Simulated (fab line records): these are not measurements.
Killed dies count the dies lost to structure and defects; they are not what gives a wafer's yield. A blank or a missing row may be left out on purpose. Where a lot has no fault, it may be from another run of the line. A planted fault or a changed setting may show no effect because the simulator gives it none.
2 desks, one fault + flow sky130 + each desk has only its own numbers; what lay behind them comes last

## TOOL OWNER'S DESK, implanter-02
SKY_LDD_N_IMPLANT_08, tool's own readings: per-lot mean of the sampled wafers with a number, covering each lot this tool ran. Any lot whose mean is over 4 standard deviations away from the usual mean is out of limits and marked OUT; that distance is given in the brackets.
Columns: A = rotation deg at SKY_LDD_N_IMPLANT_08, usual 23.000 degrees
| lot  | first seen here | A                         |
|------|-----------------|---------------------------|
| L892 | day 19 11:58    | 22.964                    |
| L896 | day 20 00:50    | 22.981                    |
| L901 | day 21 18:39    | 23.002                    |
| L905 | day 24 12:22    | 226.620 (+99 or more) OUT |
| L907 | day 24 21:08    | 226.673 (+99 or more) OUT |
This desk's finding: out of limits on L905, L907; first on L905, day 24 12:22 (rotation deg at SKY_LDD_N_IMPLANT_08). Within limits: L892, L896, L901.

## THE METROLOGY DESK
What the gauges read, lot by lot, whatever tool the lot ran on: means of the sampled wafers that have a number. Any lot whose mean is over 4 standard deviations away from the usual mean is out of limits and marked OUT; that distance is given in the brackets.
Columns: A = POLY_CUT_OVL at SKY_POLY_CUT_OVL_MEAS_09, usual 2 nm; B = LI_CONTACT_W_THK at SKY_LI_CONTACT_THK_MEAS_23, usual 407 nm
| lot  | first seen here | A  | B   |
|------|-----------------|----|-----|
| L893 | day 25 22:14    | 2  | 405 |
| L890 | day 25 22:40    | -0 | 412 |
| L892 | day 25 22:44    | 1  | 405 |
| L894 | day 25 23:50    | 5  | 406 |
| L895 | day 26 04:35    | 10 | 407 |
| L896 | day 26 10:01    | 0  | 405 |
| L897 | day 26 19:39    | 4  | 405 |
| L898 | day 27 07:43    | -0 | 412 |
| L901 | day 28 00:16    | -2 | 397 |
| L905 | day 30 13:49    | 6  | 401 |
| L907 | day 30 23:34    | 11 | 407 |
| L912 | day 32 05:26    | -1 | 418 |
| L913 | day 32 10:55    | -5 | 412 |
Result from this desk: across the 13 lots, nothing is out of limits.

## BROUGHT TOGETHER
An alarm could have come from the tool owner's desk at day 24 12:22, on L905, L907.
The metrology desk saw nothing out of limits.
The metrology desk holds a record of L905, L907, inside its limits.
The lots listed all ran SKY_LDD_N_IMPLANT_08 on implanter-02.

## WHAT THE SIMULATOR HAD PUT IN
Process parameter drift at SKY_LDD_N_IMPLANT_08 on implanter-02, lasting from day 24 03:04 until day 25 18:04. From 23, the setting rotation deg moved by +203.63. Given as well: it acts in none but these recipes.
Shown lots that were struck: L905, L907.
Delay in hours, fault start to first out-of-limits reading, by desk: the tool owner's desk at 9.
